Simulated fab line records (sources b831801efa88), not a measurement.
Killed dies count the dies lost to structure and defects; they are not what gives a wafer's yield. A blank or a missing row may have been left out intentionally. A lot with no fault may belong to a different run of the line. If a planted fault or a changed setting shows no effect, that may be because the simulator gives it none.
2 desks, one fault | flow sky130 | every desk sees just its own numbers, and what lay behind them comes last

== AT THE TOOL OWNER'S DESK: litho track-03 ==
The tool's own readings at SKY_VT_ADJUST_NCORE_COAT_02 (resist thk 1140 nm): means of the sampled wafers that have a number, for each lot that ran on this tool. If a lot's mean is further than 4 standard deviations from the usual mean, the lot is out of limits and carries the mark OUT (the distance appears in the brackets).
Columns: A = chill plate temp C at SKY_VT_ADJUST_NCORE_COAT_02, usual 22.97 C
lot  | first seen here | A
L228 | day 8 19:59     | 22.91
L230 | day 9 12:02     | 23.12
L236 | day 11 02:07    | 22.91
L237 | day 11 09:59    | 22.87
L245 | day 14 13:05    | 23.09
This desk found nothing out of limits on any of the 5 lots.

== FROM THE METROLOGY DESK ==
What the gauges read for every lot (on any tool): the sampled wafers with a number, averaged. If a lot's mean is further than 4 standard deviations from the usual mean, the lot is out of limits and carries the mark OUT (the distance appears in the brackets).
Columns: A = cd nm at SKY_SD_P_CD_MEAS_07, usual 379.4 nm; B = SD_N_OVL at SKY_SD_N_OVL_MEAS_08, usual 0.2 nm
lot  | first seen here | A                | B
L226 | day 25 09:31    | 382.6            | 1.2
L228 | day 26 05:47    | 380.7            | 0.2
L230 | day 27 05:35    | 379.9            | 0.2
L231 | day 27 06:32    | 381.3            | 0.7
L232 | day 27 20:02    | 379.6            | -0.2
L236 | day 29 02:17    | 378.4            | 1.1
L237 | day 29 08:53    | 390.0 (+4.8) OUT | -0.8
L238 | day 29 17:44    | 378.6            | 2.1
L241 | day 31 16:50    | 379.5            | 0.5
L246 | day 32 23:02    | 377.6            | -0.9
L245 | day 32 23:55    | 376.5            | -2.2
L247 | day 33 01:07    | 381.3            | 1.5
This desk's verdict: out of limits on L237, starting with L237 at day 29 08:53 (cd nm at SKY_SD_P_CD_MEAS_07). Within limits: L226, L228, L230, L231, L232, L236, L238, L241, L246, L245, L247.

== TAKEN TOGETHER ==
L237 would have let the metrology desk raise an alarm at day 29 08:53.
The tool owner's desk saw nothing out of limits.
On record at the tool owner's desk: L237, within its limits.
The lots listed all ran SKY_VT_ADJUST_NCORE_COAT_02 on litho track-03.

== WHAT HAD BEEN PUT IN BY THE SIMULATOR ==
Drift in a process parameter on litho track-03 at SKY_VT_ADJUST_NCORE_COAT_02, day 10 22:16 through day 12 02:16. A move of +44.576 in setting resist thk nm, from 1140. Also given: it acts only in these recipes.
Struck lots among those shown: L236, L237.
Time in hours between the start of the fault and the first out-of-limits reading at each desk: metrology desk, 443.
